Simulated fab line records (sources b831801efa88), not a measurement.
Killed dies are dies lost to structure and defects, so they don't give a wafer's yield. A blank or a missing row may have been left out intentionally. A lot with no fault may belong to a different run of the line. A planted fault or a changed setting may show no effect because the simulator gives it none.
fab line records	flow gf180mcu	part 1 of 2: steps 1 to 22 of 31
record: lots: 5	wafers: 15	last-day: 34
route steps=602 shown MVSD@68 MVPSD@78 VT_IMPLANT@90
lots with no fault: from the same line, run without faults
start-h: hours from the record's first day to the start of the lot's first wafer shown	wait-h: how many hours have passed since the lot's step before this one	" unchanged from the row above	L1.1+2: one row covering several wafers at once	- no value, or no start given	* or withheld: withheld	< > ~ a bound
route shown NAME@n: NAME is a module with steps in the file, n the number in the route of the first one	usual: average and standard deviation across the fault-free wafers	same: alike in all rows	chamber/n: place in a boat	sites: the reading at each site	_std_site: the standard deviation of these	_edge_site: outer sites' mean less inner sites'	radius-mm: how far each site lies from the wafer's centre	mask NAME#n: copy n	behind: tool/chamber where the wafer was last shaped	hold: why the lot was held/for how many hours/how that ended	device: names the non-switching transistor (n, p or np)	end of line: tests of these same wafers at the route's end	a step without rows: its recipe alone	killed: the dies lost at the first sort to structure and to defects; this is not the yield of the wafer	map: the dies of a wafer, with x for killed, . for not killed, _ for no die there
set.NAME: the run value of the setting; set.NAME@STEP: its run value at that earlier step	model.NAME: the simulator's own value behind a step, which no gauge read
certain route steps with their lots: each step a table, each wafer a row
services: from which hour (start-h, from the record's first day; less than 0 if before it) a tool's chamber was out of use, for how many hours, and why
== steps ==
step: GF_MVSD_COAT_02
recipe: spin-rpm: 2000	resist-thk-nm: 3000
usual: chill-plate-temp-C: 23.02/0.099
lot.wafer	tool	chamber	start-h	wait-h	chill-plate-temp-C
L076.2	litho-track-01	0	86.35	0.1	23.08
L076.3	"	0	"	"	22.95
L076.6	"	0	"	"	23.03
L080.2	litho-track-01	0	108.35	0.1	23.02
L080.3	"	0	"	"	22.99
L080.4	"	0	"	"	22.78
L081.1	litho-track-03	0	113.33	0.1	23.11
L081.3	"	0	"	"	23.05
L081.6	"	0	"	"	23.01
L086.2	litho-track-03	0	144.90	0.1	22.97
L086.5	"	0	"	"	23.03
L086.6	"	0	"	"	22.99
L096.1	litho-track-01	0	202.47	0.1	22.94
L096.5	"	0	"	"	22.90
L096.6	"	0	"	"	22.85
step: GF_MVSD_SOFTBAKE_03
recipe: temp-c: 110	time-s: withheld
usual: chill-plate-temp-C: 22.98/0.092
lot.wafer	tool	chamber	start-h	wait-h	chill-plate-temp-C
L076.2	litho-track-01	0	86.51	0.1	23.11
L076.3	"	0	"	"	22.98
L076.6	"	0	"	"	22.97
L080.2	litho-track-01	0	108.51	0.1	22.85
L080.3	"	0	"	"	22.92
L080.4	"	0	"	"	23.00
L081.1	litho-track-03	0	113.48	0.1	22.96
L081.3	"	0	"	"	22.98
L081.6	"	0	"	"	23.10
L086.2	litho-track-03	0	145.06	0.1	22.98
L086.5	"	0	"	"	23.00
L086.6	"	0	"	"	23.00
L096.1	litho-track-01	0	202.62	0.1	22.95
L096.5	"	0	"	"	22.99
L096.6	"	0	"	"	22.96
step: GF_MVSD_EXPOSE_04
recipe: mask-id: MVSD	target-cd-nm: 1000	na: 0.6	source-shape: conventional	sigma-outer: 0.6	dose-mj: 260
usual: exposure-dose-mJ-cm2: 259.97/0.3	focus-offset-nm: 0.0/0.47
same: sigma-outer: 0.6
lot.wafer	tool	chamber	start-h	wait-h	mask	exposure-dose-mJ-cm2	focus-offset-nm
L076.2	iline-stepper-01	0	-	-	MVSD#0	259.68	-0.3
L076.3	"	0	"	"	MVSD#0	259.50	0.3
L076.6	"	0	"	"	MVSD#0	259.71	-0.2
L080.2	iline-stepper-01	0	-	-	MVSD#0	260.78	-0.1
L080.3	"	0	"	"	MVSD#0	260.20	-0.9
L080.4	"	0	"	"	MVSD#0	260.56	-1.0
L081.1	iline-stepper-02	0	-	-	MVSD#0	260.18	0.3
L081.3	"	0	"	"	MVSD#0	260.57	-0.2
L081.6	"	0	"	"	MVSD#0	260.11	-0.5
L086.2	iline-stepper-02	0	-	-	MVSD#0	260.34	0.1
L086.5	"	0	"	"	MVSD#0	260.37	-0.2
L086.6	"	0	"	"	MVSD#0	260.21	-0.1
L096.1	iline-stepper-01	0	-	-	MVSD#0	260.23	0.7
L096.5	"	0	"	"	MVSD#0	260.19	0.9
L096.6	"	0	"	"	MVSD#0	259.83	0.1
step: GF_MVSD_PEB_05
recipe: temp-c: 115	time-s: withheld
usual: chill-plate-temp-C: 23.01/0.1
lot.wafer	tool	chamber	start-h	wait-h	chill-plate-temp-C
L076.2	litho-track-03	0	-	-	22.95
L076.3	"	0	"	"	22.97
L076.6	"	0	"	"	23.13
L080.2	litho-track-04	0	-	-	22.98
L080.3	"	0	"	"	23.13
L080.4	"	0	"	"	22.94
L081.1	litho-track-01	0	-	-	22.83
L081.3	"	0	"	"	23.14
L081.6	"	0	"	"	22.95
L086.2	litho-track-01	0	-	-	23.02
L086.5	"	0	"	"	23.10
L086.6	"	0	"	"	23.00
L096.1	litho-track-03	0	-	-	22.97
L096.5	"	0	"	"	23.20
L096.6	"	0	"	"	22.99
step: GF_MVSD_DEVELOP_06
recipe: wall-angle-deg: 90	develop-time-s: 60	dev-temp-c: 23
usual: chill-plate-temp-C: 22.98/0.1
lot.wafer	tool	chamber	start-h	wait-h	chill-plate-temp-C
L076.2	litho-track-03	0	-	-	22.92
L076.3	"	0	"	"	23.07
L076.6	"	0	"	"	22.83
L080.2	litho-track-04	0	-	-	23.01
L080.3	"	0	"	"	22.90
L080.4	"	0	"	"	23.04
L081.1	litho-track-01	0	-	-	23.00
L081.3	"	0	"	"	22.98
L081.6	"	0	"	"	23.08
L086.2	litho-track-01	0	-	-	22.91
L086.5	"	0	"	"	22.89
L086.6	"	0	"	"	22.79
L096.1	litho-track-03	0	-	-	22.98
L096.5	"	0	"	"	23.01
L096.6	"	0	"	"	23.13
step: GF_MVSD_OVL_MEAS_07
usual: MVSD_OVL: -1.1/1.5
lot.wafer	tool	chamber	start-h	wait-h	MVSD_OVL[nm]
L076.2	overlay-02	-	93.89	-	-0.3
L076.3	"	-	"	"	-1.8
L076.6	"	-	"	"	-0.3
L080.2	overlay-01	-	116.05	-	-2.1
L080.3	"	-	"	"	-1.4
L080.4	"	-	"	"	-3.2
L081.1	overlay-02	-	120.43	-	-2.0
L081.3	"	-	"	"	-2.7
L081.6	"	-	"	"	-2.8
L086.2	overlay-02	-	153.18	-	2.1
L086.5	"	-	"	"	2.1
L086.6	"	-	"	"	0.2
L096.1	overlay-01	-	211.23	-	-0.1
L096.5	"	-	"	"	-0.6
L096.6	"	-	"	"	0.6
step: GF_MVSD_IMPLANT_08
recipe: species: P	energy-kev: 400	dose-cm2: 1.6e+13	tilt-deg: 0
usual: beam-on-s: 10.01/0.19	dose-ions-cm2: 1.6e+13/1.6e+10
lot.wafer	tool	chamber	start-h	wait-h	beam-on-s	dose-ions-cm2
L076.2	implanter-04	0	93.94	0.0	10.34	1.5964e+13
L076.3	"	0	"	"	10.01	1.5998e+13
L076.6	"	0	"	"	10.35	1.5989e+13
L080.2	implanter-02	0	116.10	0.0	10.27	1.6002e+13
L080.3	"	0	"	"	10.02	1.6032e+13
L080.4	"	0	"	"	9.82	1.5989e+13
L081.1	implanter-04	0	120.46	0.0	10.15	1.6005e+13
L081.3	"	0	"	"	10.16	1.6005e+13
L081.6	"	0	"	"	9.83	1.5991e+13
L086.2	implanter-02	0	153.24	0.0	10.33	1.5997e+13
L086.5	"	0	"	"	9.82	1.5982e+13
L086.6	"	0	"	"	10.34	1.5963e+13
L096.1	implanter-02	0	211.26	0.0	10.22	1.5982e+13
L096.5	"	0	"	"	10.22	1.5989e+13
L096.6	"	0	"	"	9.65	1.5996e+13
step: GF_MVSD_IMPLANT_09
recipe: species: P	energy-kev: 100	dose-cm2: 5e+12	tilt-deg: 0
usual: beam-on-s: 10.00/0.19	dose-ions-cm2: 5.001e+12/5.4e+09
lot.wafer	tool	chamber	start-h	wait-h	beam-on-s	dose-ions-cm2
L076.2	implanter-04	0	94.09	0.1	10.05	4.996e+12
L076.3	"	0	"	"	9.99	4.992e+12
L076.6	"	0	"	"	10.13	4.996e+12
L080.2	implanter-02	0	116.25	0.1	10.07	4.991e+12
L080.3	"	0	"	"	10.24	5.004e+12
L080.4	"	0	"	"	9.78	4.99e+12
L081.1	implanter-04	0	120.61	0.1	9.80	4.995e+12
L081.3	"	0	"	"	9.95	4.995e+12
L081.6	"	0	"	"	10.06	5.006e+12
L086.2	implanter-02	0	153.39	0.1	10.20	5.01e+12
L086.5	"	0	"	"	10.02	4.995e+12
L086.6	"	0	"	"	9.93	5.009e+12
L096.1	implanter-02	0	211.41	0.1	10.03	5.001e+12
L096.5	"	0	"	"	9.98	4.988e+12
L096.6	"	0	"	"	10.06	4.997e+12
step: GF_MVSD_STRIP_10
recipe: chemistry: O2/N2	power-w: 1400	pressure-mtorr: 1500	platen-temp-c: 250	o2-flow-sccm: 3000	n2-flow-sccm: 300	overash-fraction: 0.5
usual: drypump-motor-current-A: 6.0/0.31	heater-power-w: 326/59	n2-flow-sccm: 300.1/0.86	oes-product-au: 0.723/0.0044	strip-time-to-endpoint-s: 36.91/0.12
lot.wafer	tool	chamber	start-h	wait-h	drypump-motor-current-A	heater-power-w	n2-flow-sccm	oes-product-au	rf-hours-counter-h	strip-time-to-endpoint-s
L076.2	plasma-asher-02	1	94.22	0.1	6.3	411	301.7	0.721	47	37.06
L076.3	"	1	"	"	6.2	420	301.2	0.725	-	36.92
L076.6	"	0	"	"	5.3	307	300.8	0.721	-	36.89
L080.2	plasma-asher-02	0	116.38	0.1	5.4	306	299.4	0.721	50	37.16
L080.3	"	1	"	"	6.3	419	301.2	0.727	-	36.89
L080.4	"	0	"	"	5.3	309	299.5	0.726	-	36.99
L081.1	plasma-asher-04	1	120.76	0.1	6.1	392	298.1	0.717	33	36.92
L081.3	"	0	"	"	6.0	272	301.0	0.724	-	37.01
L081.6	"	0	"	"	6.0	272	300.9	0.731	-	37.00
L086.2	plasma-asher-04	1	153.51	0.1	6.0	390	300.1	0.726	36	36.91
L086.5	"	1	"	"	6.1	388	299.9	0.712	-	36.91
L086.6	"	0	"	"	5.9	277	299.7	0.722	-	36.77
L096.1	plasma-asher-04	0	211.56	0.1	6.0	272	300.2	0.726	43	36.65
L096.5	"	1	"	"	6.1	392	298.8	0.723	-	36.63
L096.6	"	0	"	"	6.0	275	301.2	0.729	-	36.74
step: GF_MVSD_TW_MEAS_11
usual: MVSD_TW: 1568/13
lot.wafer	tool	chamber	start-h	wait-h	MVSD_TW
L076.2	film-metro-01	-	94.33	0.1	1584
L076.3	"	-	"	"	1582
L076.6	"	-	"	"	1587
L080.2	film-metro-01	-	116.49	0.1	1571
L080.3	"	-	"	"	1584
L080.4	"	-	"	"	1573
L081.1	film-metro-04	-	120.86	0.1	1553
L081.3	"	-	"	"	1560
L081.6	"	-	"	"	1555
L086.2	film-metro-01	-	153.62	0.1	1577
L086.5	"	-	"	"	1574
L086.6	"	-	"	"	1573
L096.1	film-metro-03	-	211.66	0.1	1559
L096.5	"	-	"	"	1563
L096.6	"	-	"	"	1558
step: GF_MVPSD_DEHYDRATE_00
recipe: temp-c: 200	time-s: 60
usual: chill-plate-temp-C: 23.01/0.12
lot.wafer	tool	chamber	start-h	wait-h	chill-plate-temp-C
L076.2	litho-track-02	0	100.50	6.2	23.00
L076.3	"	0	"	"	23.02
L076.6	"	0	"	"	23.07
L080.2	litho-track-02	0	123.10	6.6	22.86
L080.3	"	0	"	"	23.12
L080.4	"	0	"	"	22.88
L081.1	litho-track-04	0	127.74	6.9	23.00
L081.3	"	0	"	"	23.00
L081.6	"	0	"	"	22.95
L086.2	litho-track-03	0	160.85	7.2	23.13
L086.5	"	0	"	"	22.85
L086.6	"	0	"	"	23.01
L096.1	litho-track-02	0	219.93	8.3	22.84
L096.5	"	0	"	"	22.76
L096.6	"	0	"	"	22.84
step: GF_MVPSD_HMDS_01
recipe: prime-time-s: 60	prime-temp-c: 120
usual: chill-plate-temp-C: 23.00/0.11	prime-temp-c: 119.99/0.15
lot.wafer	tool	chamber	start-h	wait-h	chill-plate-temp-C	prime-temp-c
L076.2	litho-track-02	0	100.65	0.1	22.96	119.81
L076.3	"	0	"	"	23.12	119.74
L076.6	"	0	"	"	23.16	119.89
L080.2	litho-track-02	0	123.25	0.1	22.93	119.89
L080.3	"	0	"	"	22.96	119.64
L080.4	"	0	"	"	22.84	119.86
L081.1	litho-track-04	0	127.89	0.1	23.08	120.04
L081.3	"	0	"	"	23.01	119.96
L081.6	"	0	"	"	23.13	120.01
L086.2	litho-track-03	0	161.00	0.1	22.95	119.97
L086.5	"	0	"	"	22.92	119.93
L086.6	"	0	"	"	23.03	119.89
L096.1	litho-track-02	0	220.08	0.1	22.89	120.15
L096.5	"	0	"	"	22.96	120.13
L096.6	"	0	"	"	22.85	120.11
step: GF_MVPSD_COAT_02
recipe: spin-rpm: 2000	resist-thk-nm: 3000
usual: chill-plate-temp-C: 23.01/0.11
lot.wafer	tool	chamber	start-h	wait-h	chill-plate-temp-C
L076.2	litho-track-02	0	100.80	0.1	22.95
L076.3	"	0	"	"	23.11
L076.6	"	0	"	"	23.08
L080.2	litho-track-02	0	123.40	0.1	23.04
L080.3	"	0	"	"	22.95
L080.4	"	0	"	"	22.98
L081.1	litho-track-04	0	128.04	0.1	23.04
L081.3	"	0	"	"	22.96
L081.6	"	0	"	"	23.18
L086.2	litho-track-03	0	161.15	0.1	22.85
L086.5	"	0	"	"	22.81
L086.6	"	0	"	"	22.95
L096.1	litho-track-02	0	220.23	0.1	22.84
L096.5	"	0	"	"	22.88
L096.6	"	0	"	"	22.81
step: GF_MVPSD_SOFTBAKE_03
recipe: temp-c: 110	time-s: withheld
usual: chill-plate-temp-C: 22.99/0.09
lot.wafer	tool	chamber	start-h	wait-h	chill-plate-temp-C
L076.2	litho-track-02	0	100.96	0.1	23.05
L076.3	"	0	"	"	22.86
L076.6	"	0	"	"	22.87
L080.2	litho-track-02	0	123.56	0.1	22.86
L080.3	"	0	"	"	22.96
L080.4	"	0	"	"	22.83
L081.1	litho-track-04	0	128.19	0.1	23.03
L081.3	"	0	"	"	23.02
L081.6	"	0	"	"	22.99
L086.2	litho-track-03	0	161.31	0.1	22.87
L086.5	"	0	"	"	22.93
L086.6	"	0	"	"	22.96
L096.1	litho-track-02	0	220.38	0.1	22.85
L096.5	"	0	"	"	22.87
L096.6	"	0	"	"	22.81
step: GF_MVPSD_EXPOSE_04
recipe: mask-id: MVPSD	target-cd-nm: 1000	na: 0.6	source-shape: conventional	sigma-outer: 0.6	dose-mj: 260
usual: exposure-dose-mJ-cm2: 259.94/0.28	focus-offset-nm: 0.0/0.48
same: sigma-outer: 0.6
lot.wafer	tool	chamber	start-h	wait-h	mask	exposure-dose-mJ-cm2	focus-offset-nm
L076.2	iline-stepper-01	0	-	-	MVPSD#0	260.30	-0.2
L076.3	"	0	"	"	MVPSD#0	260.12	-0.3
L076.6	"	0	"	"	MVPSD#0	259.80	-0.1
L080.2	iline-stepper-02	0	-	-	MVPSD#0	260.08	0.0
L080.3	"	0	"	"	MVPSD#0	260.07	0.0
L080.4	"	0	"	"	MVPSD#0	260.07	0.3
L081.1	iline-stepper-01	0	-	-	MVPSD#0	259.51	-0.7
L081.3	"	0	"	"	MVPSD#0	259.92	-0.4
L081.6	"	0	"	"	MVPSD#0	259.98	-0.2
L086.2	iline-stepper-02	0	-	-	MVPSD#0	259.59	-0.2
L086.5	"	0	"	"	MVPSD#0	259.83	0.3
L086.6	"	0	"	"	MVPSD#0	260.06	-0.3
L096.1	iline-stepper-01	0	-	-	MVPSD#0	259.47	0.4
L096.5	"	0	"	"	MVPSD#0	260.19	1.1
L096.6	"	0	"	"	MVPSD#0	259.94	0.3
step: GF_MVPSD_PEB_05
recipe: temp-c: 115	time-s: withheld
usual: chill-plate-temp-C: 23.00/0.097
lot.wafer	tool	chamber	start-h	wait-h	chill-plate-temp-C
L076.2	litho-track-03	0	-	-	23.03
L076.3	"	0	"	"	22.98
L076.6	"	0	"	"	22.95
L080.2	litho-track-02	0	-	-	22.92
L080.3	"	0	"	"	23.07
L080.4	"	0	"	"	23.06
L081.1	litho-track-03	0	-	-	23.07
L081.3	"	0	"	"	23.00
L081.6	"	0	"	"	22.96
L086.2	litho-track-02	0	-	-	23.03
L086.5	"	0	"	"	23.06
L086.6	"	0	"	"	23.10
L096.1	litho-track-04	0	-	-	23.15
L096.5	"	0	"	"	23.02
L096.6	"	0	"	"	23.22
step: GF_MVPSD_DEVELOP_06
recipe: wall-angle-deg: 90	develop-time-s: 60	dev-temp-c: 23
usual: chill-plate-temp-C: 22.98/0.1
lot.wafer	tool	chamber	start-h	wait-h	chill-plate-temp-C
L076.2	litho-track-03	0	-	-	22.99
L076.3	"	0	"	"	23.01
L076.6	"	0	"	"	22.97
L080.2	litho-track-02	0	-	-	22.97
L080.3	"	0	"	"	23.11
L080.4	"	0	"	"	23.05
L081.1	litho-track-03	0	-	-	23.04
L081.3	"	0	"	"	23.03
L081.6	"	0	"	"	22.93
L086.2	litho-track-02	0	-	-	22.82
L086.5	"	0	"	"	23.07
L086.6	"	0	"	"	22.99
L096.1	litho-track-04	0	-	-	22.94
L096.5	"	0	"	"	22.96
L096.6	"	0	"	"	23.12
step: GF_MVPSD_OVL_MEAS_07
usual: MVPSD_OVL: 0.0/1.6
lot.wafer	tool	chamber	start-h	wait-h	MVPSD_OVL[nm]
L076.2	overlay-01	-	108.18	-	-0.7
L076.3	"	-	"	"	0.3
L076.6	"	-	"	"	-0.3
L080.2	overlay-02	-	131.19	-	1.4
L080.3	"	-	"	"	1.2
L080.4	"	-	"	"	1.6
L081.1	overlay-01	-	136.28	-	-1.8
L081.3	"	-	"	"	-3.5
L081.6	"	-	"	"	-1.8
L086.2	overlay-02	-	169.48	-	-0.6
L086.5	"	-	"	"	-1.2
L086.6	"	-	"	"	-0.7
L096.1	overlay-01	-	229.69	-	-1.1
L096.5	"	-	"	"	-1.9
L096.6	"	-	"	"	-0.5
step: GF_MVPSD_IMPLANT_08
recipe: species: B	energy-kev: 170	dose-cm2: 1.5e+13	tilt-deg: 0
usual: beam-on-s: 9.97/0.19	dose-ions-cm2: 1.5004e+13/1.7e+10
lot.wafer	tool	chamber	start-h	wait-h	beam-on-s	dose-ions-cm2
L076.2	implanter-01	0	108.24	0.0	10.05	1.499e+13
L076.3	"	0	"	"	9.82	1.4991e+13
L076.6	"	0	"	"	10.24	1.4983e+13
L080.2	implanter-02	0	131.24	0.0	10.20	1.502e+13
L080.3	"	0	"	"	9.36	1.4996e+13
L080.4	"	0	"	"	9.97	1.5014e+13
L081.1	implanter-03	0	136.31	0.0	10.10	1.4975e+13
L081.3	"	0	"	"	10.20	1.4995e+13
L081.6	"	0	"	"	9.84	1.4985e+13
L086.2	implanter-03	0	169.54	0.0	10.28	1.5013e+13
L086.5	"	0	"	"	10.12	1.5017e+13
L086.6	"	0	"	"	9.95	1.4988e+13
L096.1	implanter-01	0	229.73	0.0	10.15	1.4998e+13
L096.5	"	0	"	"	9.91	1.4995e+13
L096.6	"	0	"	"	9.92	1.4985e+13
step: GF_MVPSD_IMPLANT_09
recipe: species: B	energy-kev: 40	dose-cm2: 5e+12	tilt-deg: 0
usual: beam-on-s: 10.00/0.21	dose-ions-cm2: 5.001e+12/5.3e+09
lot.wafer	tool	chamber	start-h	wait-h	beam-on-s	dose-ions-cm2
L076.2	implanter-01	0	108.39	0.1	10.01	4.997e+12
L076.3	"	0	"	"	9.97	4.987e+12
L076.6	"	0	"	"	9.52	5e+12
L080.2	implanter-02	0	131.39	0.1	10.31	4.999e+12
L080.3	"	0	"	"	9.89	5e+12
L080.4	"	0	"	"	9.93	4.996e+12
L081.1	implanter-03	0	136.46	0.1	10.21	5.01e+12
L081.3	"	0	"	"	10.25	5.008e+12
L081.6	"	0	"	"	9.86	5.002e+12
L086.2	implanter-03	0	169.69	0.1	9.89	5.004e+12
L086.5	"	0	"	"	9.54	4.999e+12
L086.6	"	0	"	"	10.03	5.01e+12
L096.1	implanter-01	0	229.88	0.1	10.31	5.001e+12
L096.5	"	0	"	"	9.87	5e+12
L096.6	"	0	"	"	10.17	4.996e+12
step: GF_MVPSD_STRIP_10
recipe: chemistry: O2/N2	power-w: 1400	pressure-mtorr: 1500	platen-temp-c: 250	o2-flow-sccm: 3000	n2-flow-sccm: 300	overash-fraction: 0.5
usual: drypump-motor-current-A: 5.7/0.46	heater-power-w: 339/50	n2-flow-sccm: 299.8/0.93	oes-product-au: 0.722/0.0049	strip-time-to-endpoint-s: 36.95/0.11
lot.wafer	tool	chamber	start-h	wait-h	drypump-motor-current-A	heater-power-w	n2-flow-sccm	oes-product-au	rf-hours-counter-h	strip-time-to-endpoint-s
L076.2	plasma-asher-02	1	108.51	0.1	6.3	406	298.9	0.723	49	36.85
L076.3	"	1	"	"	6.2	416	300.1	0.721	-	36.91
L076.6	"	0	"	"	5.3	302	299.1	0.724	-	36.86
L080.2	plasma-asher-03	0	131.52	0.1	5.7	307	300.3	0.721	1	36.92
L080.3	"	0	"	"	5.7	303	300.3	0.722	-	36.97
L080.4	"	1	"	"	4.8	333	300.1	0.744	-	36.99
L081.1	plasma-asher-02	1	136.61	0.1	6.2	408	299.8	0.721	52	36.83
L081.3	"	1	"	"	6.2	423	301.0	0.711	-	36.93
L081.6	"	1	"	"	6.3	416	299.6	0.730	-	36.80
L086.2	plasma-asher-04	1	169.81	0.1	6.1	388	298.1	0.720	39	37.10
L086.5	"	1	"	"	6.1	393	299.3	0.723	-	37.07
L086.6	"	0	"	"	6.0	276	301.2	0.726	-	36.94
L096.1	plasma-asher-04	0	230.03	0.1	6.0	278	298.8	0.731	45	36.83
L096.5	"	0	"	"	6.0	277	299.1	0.723	-	36.85
L096.6	"	1	"	"	6.0	393	299.5	0.730	-	37.00
step: GF_MVPSD_TW_MEAS_11
usual: MVPSD_TW: 551/4.3
lot.wafer	tool	chamber	start-h	wait-h	MVPSD_TW
L076.2	film-metro-01	-	108.62	0.1	552
L076.3	"	-	"	"	552
L076.6	"	-	"	"	551
L080.2	film-metro-04	-	131.63	0.1	548
L080.3	"	-	"	"	549
L080.4	"	-	"	"	549
L081.1	film-metro-03	-	136.71	0.1	547
L081.3	"	-	"	"	551
L081.6	"	-	"	"	548
L086.2	film-metro-01	-	169.92	0.1	557
L086.5	"	-	"	"	558
L086.6	"	-	"	"	556
L096.1	film-metro-03	-	230.13	0.1	551
L096.5	"	-	"	"	548
L096.6	"	-	"	"	548
